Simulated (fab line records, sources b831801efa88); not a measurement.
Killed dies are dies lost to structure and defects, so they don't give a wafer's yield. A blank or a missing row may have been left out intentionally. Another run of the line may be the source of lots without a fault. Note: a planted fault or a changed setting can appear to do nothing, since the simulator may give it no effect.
Which tool is to blame? / flow gf180mcu / Sampling: 13 lots, 39 wafers, 5 of 602 route steps

## WHAT EACH GAUGE READ, for each wafer
GF_V5_BOW_MEAS_05. Usual: V5_BOW typically reads 131 um, with standard deviation 12.
lot=L548; measured=day 26 21:47; on=film metro-02; V5_BOW (um)=114 123 117; flag=
lot=L546; measured=day 27 01:24; on=film metro-04; V5_BOW (um)=142 131 152; flag=
lot=L547; measured=day 27 02:35; on=film metro-02; V5_BOW (um)=143 146 123; flag=
lot=L545; measured=day 27 05:56; on=film metro-04; V5_BOW (um)=129 132 145; flag=
lot=L549; measured=day 27 08:11; on=film metro-01; V5_BOW (um)=143 151 142; flag=
lot=L552; measured=day 28 02:17; on=film metro-02; V5_BOW (um)=140 136 137; flag=
lot=L561; measured=day 30 19:18; on=film metro-01; V5_BOW (um)=156 149 154 - - -; flag=
lot=L562; measured=day 30 23:32; on=film metro-01; V5_BOW (um)=137 137 144 - - -; flag=
lot=L563; measured=day 31 10:44; on=film metro-01; V5_BOW (um)=120 125 117; flag=
lot=L564; measured=day 31 15:11; on=film metro-02; V5_BOW (um)=136 115 118; flag=
lot=L566; measured=day 32 05:22; on=film metro-02; V5_BOW (um)=143 142 152; flag=
lot=L567; measured=day 32 11:20; on=film metro-02; V5_BOW (um)=135 123 125; flag=
lot=L568; measured=day 32 13:37; on=film metro-01; V5_BOW (um)=124 117 111; flag=

## TOOL THAT RAN EACH LOT (tool first, then ch and the chambers of the sampled wafers, then the start)
lot=L548; GF_V2_CVD_02=pecvd-03 ch 0,2, day 20 00:34; GF_V2_CVD_23=cvd w-01 ch 0,1, day 21 00:09; GF_MIM_SPUTTER_01=pvd sputter-04, day 25 00:38; GF_V5_CMP_04=cmp-01 ch 0,1, day 26 21:29
lot=L546; GF_V2_CVD_02=pecvd-02 ch 0,2, day 20 03:11; GF_V2_CVD_23=cvd w-01 ch 0,1, day 21 03:18; GF_MIM_SPUTTER_01=pvd sputter-04, day 25 03:02; GF_V5_CMP_04=cmp-01 ch 0,3, day 27 01:06
lot=L547; GF_V2_CVD_02=pecvd-01 ch 1,2, day 20 03:55; GF_V2_CVD_23=cvd w-02 ch 0,1, day 21 04:06; GF_MIM_SPUTTER_01=pvd sputter-03, day 25 04:14; GF_V5_CMP_04=cmp-02 ch 0,1,3, day 27 02:22
lot=L545; GF_V2_CVD_02=pecvd-03 ch 0,1,2, day 20 05:56; GF_V2_CVD_23=cvd w-02 ch 0,1, day 21 06:04; GF_MIM_SPUTTER_01=pvd sputter-04, day 25 07:17; GF_V5_CMP_04=cmp-02 ch 0,1, day 27 05:41
lot=L549; GF_V2_CVD_02=pecvd-01 ch 0,2, day 20 09:05; GF_V2_CVD_23=cvd w-01 ch 0, day 21 09:09; GF_MIM_SPUTTER_01=pvd sputter-03, day 25 09:23; GF_V5_CMP_04=cmp-01 ch 0,1,2, day 27 07:56
lot=L552; GF_V2_CVD_02=pecvd-02 ch 1,2, day 21 04:47; GF_V2_CVD_23=cvd w-02 ch 0,1, day 22 04:30; GF_MIM_SPUTTER_01=pvd sputter-01, day 26 04:04; GF_V5_CMP_04=cmp-01 ch 0,2,3, day 28 02:02
lot=L561; GF_V2_CVD_02=pecvd-03 ch 0,1,2, day 24 05:47; GF_V2_CVD_23=cvd w-01 ch 0,1, day 25 05:21; GF_MIM_SPUTTER_01=pvd sputter-04, day 29 02:50; GF_V5_CMP_04=cmp-01 ch 0,3, day 30 19:00
lot=L562; GF_V2_CVD_02=pecvd-03 ch 0,1,2, day 24 11:47; GF_V2_CVD_23=cvd w-01 ch 0,1, day 25 11:29; GF_MIM_SPUTTER_01=pvd sputter-01, day 29 08:53; GF_V5_CMP_04=cmp-02 ch 0,3, day 30 23:15
lot=L563; GF_V2_CVD_02=pecvd-02 ch 0,1,2, day 25 01:26; GF_V2_CVD_23=cvd w-02 ch 0,1, day 26 00:51; GF_MIM_SPUTTER_01=pvd sputter-03, day 29 21:20; GF_V5_CMP_04=cmp-02 ch 0,1,3, day 31 10:26
lot=L564; GF_V2_CVD_02=pecvd-01 ch 0,2, day 25 05:29; GF_V2_CVD_23=cvd w-01 ch 0,1, day 26 04:14; GF_MIM_SPUTTER_01=pvd sputter-03, day 30 01:14; GF_V5_CMP_04=cmp-02 ch 0,1,2, day 31 14:56
lot=L566; GF_V2_CVD_02=pecvd-03 ch 0,2, day 25 22:35; GF_V2_CVD_23=cvd w-02 ch 0,1, day 26 22:14; GF_MIM_SPUTTER_01=pvd sputter-01, day 30 15:24; GF_V5_CMP_04=cmp-02 ch 0,1,2, day 32 05:02
lot=L567; GF_V2_CVD_02=pecvd-01 ch 0,1,2, day 26 09:14; GF_V2_CVD_23=cvd w-02 ch 0,1, day 27 08:58; GF_MIM_SPUTTER_01=pvd sputter-03, day 31 01:09; GF_V5_CMP_04=cmp-01 ch 1,2,3, day 32 10:59
lot=L568; GF_V2_CVD_02=pecvd-02 ch 0,1,2, day 26 13:25; GF_V2_CVD_23=cvd w-02 ch 0,1, day 27 13:02; GF_MIM_SPUTTER_01=pvd sputter-04, day 31 03:59; GF_V5_CMP_04=cmp-02 ch 0,1, day 32 13:17
- GF_V2_CVD_02: deposits SiO2 from TEOS, target thk 850 nm, time 94.851 s.
- GF_V2_CVD_23: deposits W, target thk 350 nm, time 104.94 s.
- GF_MIM_SPUTTER_01: material TiN, target thk 30 nm, time 25 s.
- GF_V5_CMP_04: polishes SiO2.

## WHAT THE TOOLS THEMSELVES READ (means of the sampled wafers that have a number; where no wafer has one, the mark that the record gives instead)
GF_V2_CVD_02. Usual: heater power w 677 W, standard deviation 130.
lot=L548; tool=pecvd-03; heater power w (W)=667; flag=
lot=L546; tool=pecvd-02; heater power w (W)=731; flag=
lot=L547; tool=pecvd-01; heater power w (W)=756; flag=
lot=L545; tool=pecvd-03; heater power w (W)=653; flag=
lot=L549; tool=pecvd-01; heater power w (W)=537; flag=
lot=L552; tool=pecvd-02; heater power w (W)=787; flag=
lot=L561; tool=pecvd-03; heater power w (W)=694; flag=
lot=L562; tool=pecvd-03; heater power w (W)=672; flag=
lot=L563; tool=pecvd-02; heater power w (W)=725; flag=
lot=L564; tool=pecvd-01; heater power w (W)=590; flag=
lot=L566; tool=pecvd-03; heater power w (W)=709; flag=
lot=L567; tool=pecvd-01; heater power w (W)=602; flag=
lot=L568; tool=pecvd-02; heater power w (W)=654; flag=

GF_V2_CVD_23. Usual: heater power w 878 W, standard deviation 83.
lot=L548; tool=cvd w-01; heater power w (W)=891; flag=
lot=L546; tool=cvd w-01; heater power w (W)=892; flag=
lot=L547; tool=cvd w-02; heater power w (W)=835; flag=
lot=L545; tool=cvd w-02; heater power w (W)=891; flag=
lot=L549; tool=cvd w-01; heater power w (W)=1014; flag=
lot=L552; tool=cvd w-02; heater power w (W)=834; flag=
lot=L561; tool=cvd w-01; heater power w (W)=959; flag=
lot=L562; tool=cvd w-01; heater power w (W)=958; flag=
lot=L563; tool=cvd w-02; heater power w (W)=828; flag=
lot=L564; tool=cvd w-01; heater power w (W)=882; flag=
lot=L566; tool=cvd w-02; heater power w (W)=873; flag=
lot=L567; tool=cvd w-02; heater power w (W)=872; flag=
lot=L568; tool=cvd w-02; heater power w (W)=844; flag=

GF_MIM_SPUTTER_01. Usual: cathode dc power W 6500.0 W, standard deviation 1.1; throttle valve pct 30.9 %, standard deviation 1.1.
lot=L548; tool=pvd sputter-04; cathode dc power W (W)=6499.3; throttle valve pct (%)=31.2; flag=
lot=L546; tool=pvd sputter-04; cathode dc power W (W)=6500.4; throttle valve pct (%)=30.2; flag=
lot=L547; tool=pvd sputter-03; cathode dc power W (W)=6502.4; throttle valve pct (%)=31.6; flag=
lot=L545; tool=pvd sputter-04; cathode dc power W (W)=6500.7; throttle valve pct (%)=31.6; flag=
lot=L549; tool=pvd sputter-03; cathode dc power W (W)=6499.6; throttle valve pct (%)=29.7; flag=
lot=L552; tool=pvd sputter-01; cathode dc power W (W)=6499.9; throttle valve pct (%)=31.4; flag=
lot=L561; tool=pvd sputter-04; cathode dc power W (W)=6499.9; throttle valve pct (%)=30.8; flag=
lot=L562; tool=pvd sputter-01; cathode dc power W (W)=6500.4; throttle valve pct (%)=31.3; flag=
lot=L563; tool=pvd sputter-03; cathode dc power W (W)=6499.8; throttle valve pct (%)=30.2; flag=
lot=L564; tool=pvd sputter-03; cathode dc power W (W)=6500.5; throttle valve pct (%)=31.5; flag=
lot=L566; tool=pvd sputter-01; cathode dc power W (W)=6499.4; throttle valve pct (%)=31.3; flag=
lot=L567; tool=pvd sputter-03; cathode dc power W (W)=6500.3; throttle valve pct (%)=31.7; flag=
lot=L568; tool=pvd sputter-04; cathode dc power W (W)=6499.9; throttle valve pct (%)=30.6; flag=

GF_V5_CMP_04. Usual: edge zone pressure frac 1.000, standard deviation 0.0048; head pressure psi 4.001 psi, standard deviation 0.0095; motor current A 12.4 A, standard deviation 1.1; platen rpm 60.00 rpm, standard deviation 0.041; slurry filter dp kPa 13.49 kPa, standard deviation 0.14.
lot=L548; tool=cmp-01; edge zone pressure frac=1.005; head pressure psi (psi)=3.997; motor current A (A)=12.5; platen rpm (rpm)=59.97; slurry filter dp kPa (kPa)=13.43; flag=
lot=L546; tool=cmp-01; edge zone pressure frac=0.991; head pressure psi (psi)=4.001; motor current A (A)=12.6; platen rpm (rpm)=59.97; slurry filter dp kPa (kPa)=13.40; flag=
lot=L547; tool=cmp-02; edge zone pressure frac=0.998; head pressure psi (psi)=4.007; motor current A (A)=13.6; platen rpm (rpm)=60.02; slurry filter dp kPa (kPa)=13.49; flag=
lot=L545; tool=cmp-02; edge zone pressure frac=1.000; head pressure psi (psi)=4.003; motor current A (A)=12.2; platen rpm (rpm)=59.97; slurry filter dp kPa (kPa)=13.56; flag=
lot=L549; tool=cmp-01; edge zone pressure frac=0.998; head pressure psi (psi)=3.986; motor current A (A)=12.4; platen rpm (rpm)=59.98; slurry filter dp kPa (kPa)=13.56; flag=
lot=L552; tool=cmp-01; edge zone pressure frac=0.994; head pressure psi (psi)=4.006; motor current A (A)=11.9; platen rpm (rpm)=60.00; slurry filter dp kPa (kPa)=13.45; flag=
lot=L561; tool=cmp-01; edge zone pressure frac=-; head pressure psi (psi)=-; motor current A (A)=-; platen rpm (rpm)=-; slurry filter dp kPa (kPa)=-; flag=OFF
lot=L562; tool=cmp-02; edge zone pressure frac=-; head pressure psi (psi)=-; motor current A (A)=-; platen rpm (rpm)=-; slurry filter dp kPa (kPa)=-; flag=OFF
lot=L563; tool=cmp-02; edge zone pressure frac=0.998; head pressure psi (psi)=4.005; motor current A (A)=13.2; platen rpm (rpm)=60.00; slurry filter dp kPa (kPa)=13.47; flag=
lot=L564; tool=cmp-02; edge zone pressure frac=1.000; head pressure psi (psi)=4.002; motor current A (A)=12.5; platen rpm (rpm)=60.01; slurry filter dp kPa (kPa)=13.46; flag=
lot=L566; tool=cmp-02; edge zone pressure frac=0.995; head pressure psi (psi)=4.006; motor current A (A)=12.2; platen rpm (rpm)=59.99; slurry filter dp kPa (kPa)=13.46; flag=
lot=L567; tool=cmp-01; edge zone pressure frac=0.997; head pressure psi (psi)=4.000; motor current A (A)=11.8; platen rpm (rpm)=60.01; slurry filter dp kPa (kPa)=13.49; flag=
lot=L568; tool=cmp-02; edge zone pressure frac=0.999; head pressure psi (psi)=3.993; motor current A (A)=12.9; platen rpm (rpm)=60.00; slurry filter dp kPa (kPa)=13.45; flag=

## THE ANSWER, worked out from the rows above alone
Rule: lot off if the mean of its wafers having a number is beyond 3 standard deviations from the usual mean. A lot without any number at a reading at which 4 lots or more have one is off too. All remaining lots with rows at the step are treated as sound. Order of review: gauges by route order, followed by the tools' own readings, for which a lot's mean as printed above is used. The first step at which some lot is off is used, and at that step the reading that is off furthest; a lot without a number counts as furthest.
Off at GF_V5_CMP_04 (edge zone pressure frac): L561, L562. Without a number there: L561, L562.
If a tool, at that step or one of the process steps before it, ran each lot that is off and ran no sound lot following the first of them, it fits. Of those tried, none fits.

## WHAT WAS PUT IN BY THE SIMULATOR
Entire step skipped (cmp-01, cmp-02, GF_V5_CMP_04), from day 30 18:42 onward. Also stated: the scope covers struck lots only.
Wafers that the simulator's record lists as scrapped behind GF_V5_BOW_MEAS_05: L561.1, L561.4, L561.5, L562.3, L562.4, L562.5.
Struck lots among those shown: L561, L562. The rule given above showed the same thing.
